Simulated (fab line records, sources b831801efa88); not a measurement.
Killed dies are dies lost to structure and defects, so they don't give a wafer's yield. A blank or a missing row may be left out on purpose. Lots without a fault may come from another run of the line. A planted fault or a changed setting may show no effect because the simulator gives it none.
Split-lot experiment | flow sky130 | 5 lots, 21 wafers read, on a route of 708 steps

THE SPLIT
At SKY_METAL1_DEVELOP_14 (develop time 60 s), the setting develop_time_s was moved away from the recipe's 60 s on 8 of the 21 wafers read, by +31.6% to +50.6%. The other wafers ran this setting at the recipe's value.

The file shows no step between the split and the reading.

THE READING
cd_nm, in nm, at SKY_METAL1_CD_MEAS_15 (target cd 140 nm). Fault-free wafers of this fab line usually give 140.6 nm, standard deviation 1.5 nm.

wafer  | tool, chamber at the split | develop_time_s as run, s | against the recipe | cd_nm, nm | against lot-mates on the recipe
L074.1 | litho_track-01, 0          | 60                       | recipe             | 140.8     | -
L074.2 | litho_track-01, 0          | 90.39                    | +50.6%             | 132.6     | -8.3
L074.3 | litho_track-01, 0          | 60                       | recipe             | 141.4     | -
L074.4 | litho_track-01, 0          | 90.39                    | +50.6%             | 133.4     | -7.5
L074.5 | litho_track-01, 0          | 60                       | recipe             | 140.6     | -
L074.6 | litho_track-01, 0          | 90.39                    | +50.6%             | 132.9     | -8.0
L076.3 | litho_track-01, 0          | 60                       | recipe             | 138.4     | -
L076.4 | litho_track-01, 0          | 60                       | recipe             | 139.8     | -
L076.5 | litho_track-01, 0          | 60                       | recipe             | 139.1     | -
L081.4 | litho_track-03, 0          | 60                       | recipe             | 138.0     | -
L081.5 | litho_track-03, 0          | 60                       | recipe             | 139.0     | -
L081.6 | litho_track-03, 0          | 60                       | recipe             | 138.5     | -
L082.1 | litho_track-03, 0          | 90.14                    | +50.2%             | 133.1     | -6.9
L082.2 | litho_track-03, 0          | 90.14                    | +50.2%             | 132.1     | -7.9
L082.3 | litho_track-03, 0          | 60                       | recipe             | 139.6     | -
L082.4 | litho_track-03, 0          | 90.14                    | +50.2%             | 133.4     | -6.6
L082.5 | litho_track-03, 0          | 60                       | recipe             | 139.9     | -
L082.6 | litho_track-03, 0          | 60                       | recipe             | 140.5     | -
L084.1 | litho_track-01, 0          | 78.94                    | +31.6%             | 138.0     | -4.9
L084.3 | litho_track-01, 0          | 78.94                    | +31.6%             | 137.5     | -5.4
L084.6 | litho_track-01, 0          | 60                       | recipe             | 142.9     | -

THE FIT
A straight line over all 21 wafers: cd_nm changes by -0.132 nm for each +1% of develop_time_s; r = -0.92; the points scatter about the line by 1.3 nm.
The same after taking each lot's own level away (the mean of its wafers on the recipe; 21 wafers): -0.151 nm for each +1%; r = -0.99; scatter 0.5 nm.
On that fit, the largest move of develop_time_s shifts the reading by 7.6 nm.
The lots' own levels span 138.50 to 142.90 nm, that is 2.9 times the standard deviation above.
So the lot-to-lot level changes the slope: the two fits differ.
Check: with one of the wafers moved furthest among these (+50.6%) left out of the fit, the line predicts -7.54 nm for it against its lot-mates. It came out at -8.33 nm against them.

OTHER SPLITS ON THESE WAFERS
These wafers also went through other splits before the reading. Each is held against what the fit with the lots' levels taken away leaves over:
other split on the same wafers          | wafers away from the commonest value | r with cd_nm (lot level and that fit taken away)
SKY_SONOS_ONO_ETCH_15 time_s            | 4                                    | +0.00
SKY_POLY_GATE_DEVELOP_12 develop_time_s | 7                                    | +0.14
SKY_LDD_P_DEVELOP_06 develop_time_s     | 6                                    | -0.31
SKY_POLY_CUT_DEVELOP_07 develop_time_s  | 7                                    | +0.10
SKY_LOCAL_INTERCONNECT_ETCH_13 time_s   | 6                                    | +0.09

THE WHOLE CHAIN: every reading that the file lists as answering this split, in the file's order
step                  | what it does           | reading                                                       | change (the file's fit)               | r (the file's)
SKY_METAL1_CD_MEAS_15 | target cd 140 nm       | cd_nm                                                         | -0.151 nm for each +1% of the setting | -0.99
SKY_METAL1_DESCUM_17  | chemistry O2, time 8 s | METAL1.cd_nm (the simulator's own value, which no gauge read) | -0.149 nm for each +1% of the setting | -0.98

THE FILE'S OWN FIT
cd_nm changes by -0.151 nm for each +1% of develop_time_s, r = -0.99.
